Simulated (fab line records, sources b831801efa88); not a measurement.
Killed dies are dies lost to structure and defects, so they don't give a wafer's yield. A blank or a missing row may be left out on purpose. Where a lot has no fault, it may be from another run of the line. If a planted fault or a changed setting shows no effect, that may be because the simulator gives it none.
Lot-split experiment    flow gf180mcu    27 wafers read across 5 lots, on a route 602 steps long

== THE SPLIT ITSELF ==
At GF_V3_CVD_02 (deposits SiO2 from TEOS, target thk 850 nm, time 94.851 s), the setting time-s was moved away from the recipe's 94.851 s on 9 of the 27 wafers read, by -26.2% to +33.5%. The other wafers ran this setting at the recipe's value.

There is no step in the file separating the split from the reading.

== THE READING ==
V3_CVD_02_THK in nanometres, read at GF_V3_THK_MEAS_03. Fault-free wafers of this fab line usually give 848 nm, standard deviation 12 nm.

wafer   tool, chamber at the split  time-s as run, s  against the recipe  V3_CVD_02_THK, nm  against lot-mates on the recipe
L077.1  pecvd-01, 0                 94.851            recipe              850                -
L077.2  pecvd-01, 1                 69.97             -26.2%              635                -228
L077.3  pecvd-01, 2                 69.97             -26.2%              630                -233
L077.4  pecvd-01, 2                 94.851            recipe              873                -
L077.5  pecvd-01, 1                 69.97             -26.2%              648                -215
L077.6  pecvd-01, 0                 94.851            recipe              865                -
L079.3  pecvd-03, 1                 94.851            recipe              830                -
L079.4  pecvd-03, 2                 94.851            recipe              845                -
L079.6  pecvd-03, 1                 94.851            recipe              849                -
L083.1  pecvd-04, 0                 120.7             +27.3%              1065               +210
L083.2  pecvd-04, 2                 120.7             +27.3%              1063               +208
L083.3  pecvd-04, 1                 94.851            recipe              854                -
L083.4  pecvd-04, 0                 120.7             +27.3%              1081               +226
L083.5  pecvd-04, 1                 94.851            recipe              859                -
L083.6  pecvd-04, 2                 94.851            recipe              853                -
L084.1  pecvd-04, 2                 94.851            recipe              841                -
L084.2  pecvd-04, 0                 94.851            recipe              829                -
L084.3  pecvd-04, 1                 94.851            recipe              841                -
L084.4  pecvd-04, 2                 94.851            recipe              855                -
L084.5  pecvd-04, 1,0               94.851            recipe              858                -
L084.6  pecvd-04, 1,0               94.851            recipe              857                -
L085.1  pecvd-01, 0                 94.851            recipe              847                -
L085.2  pecvd-01, 1                 126.6             +33.5%              1141               +285
L085.3  pecvd-01, 1                 126.6             +33.5%              1159               +303
L085.4  pecvd-01, 0                 94.851            recipe              859                -
L085.5  pecvd-01, 1                 126.6             +33.5%              1151               +295
L085.6  pecvd-01, 0                 94.851            recipe              863                -
If several chambers appear in one row, that row covers several wafers at once and the file leaves open which wafer was in which chamber.

THE FIT
A straight line over all 27 wafers: V3_CVD_02_THK changes by +8.43 nm for each +1% of time-s; r = +1.00; the points scatter about the line by 13 nm.
The same after taking each lot's own level away (the mean of its wafers on the recipe; 27 wafers): +8.47 nm for each +1%; r = +1.00; scatter 11 nm.
Per that fit: largest time-s move, reading shift of 2.8e+02 nm.
From 841.3 to 862.7 nm: that is the span of the lots' own levels, equal to 1.8 times the standard deviation above.
The two slopes are in agreement: the lot-to-lot level therefore moves the slope only a little.
Check: +282 nm against its lot-mates is what the line predicts for one of the wafers moved furthest among these (+33.5%) when that wafer is left out of the fit. Against them it came out at +285 nm.

== FURTHER SPLITS ON THESE WAFERS ==
Other splits were also applied to these wafers ahead of the reading. Each is held against what the fit with the lots' levels taken away leaves over:
other split on the same wafers       wafers away from the commonest value  r with V3_CVD_02_THK (lot level and that fit taken away)
GF_STI_CVD_03 time-s                 12                                    -0.26
GF_STI_WET_ETCH_17 time-s            18                                    +0.07
GF_DUAL_GATE_OXIDATION_15 ox-time-s  21                                    -0.18
GF_NSD_DEVELOP_06 develop-time-s     9                                     +0.22
GF_M2_SPUTTER_04 time-s              6                                     +0.46
GF_V2_SPUTTER_21 time-s              6                                     +0.40

== THE WHOLE CHAIN: every reading that the file lists as answering this split, in the file's order ==
step               what it does                                               reading                                                                    change (the file's fit)               r (the file's)
GF_V3_CVD_02       deposits SiO2 from TEOS, target thk 850 nm, time 94.851 s  SiO2_of_V3_CVD_02.thk-nm (the simulator's own value, which no gauge read)  +8.45 nm for each +1% of the setting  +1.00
GF_V3_THK_MEAS_03                                                             V3_CVD_02_THK                                                              +8.46 for each +1% of the setting     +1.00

== THE FILE'S OWN FIT ==
V3_CVD_02_THK changes by +8.46 nm for each +1% of time-s, r = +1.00.
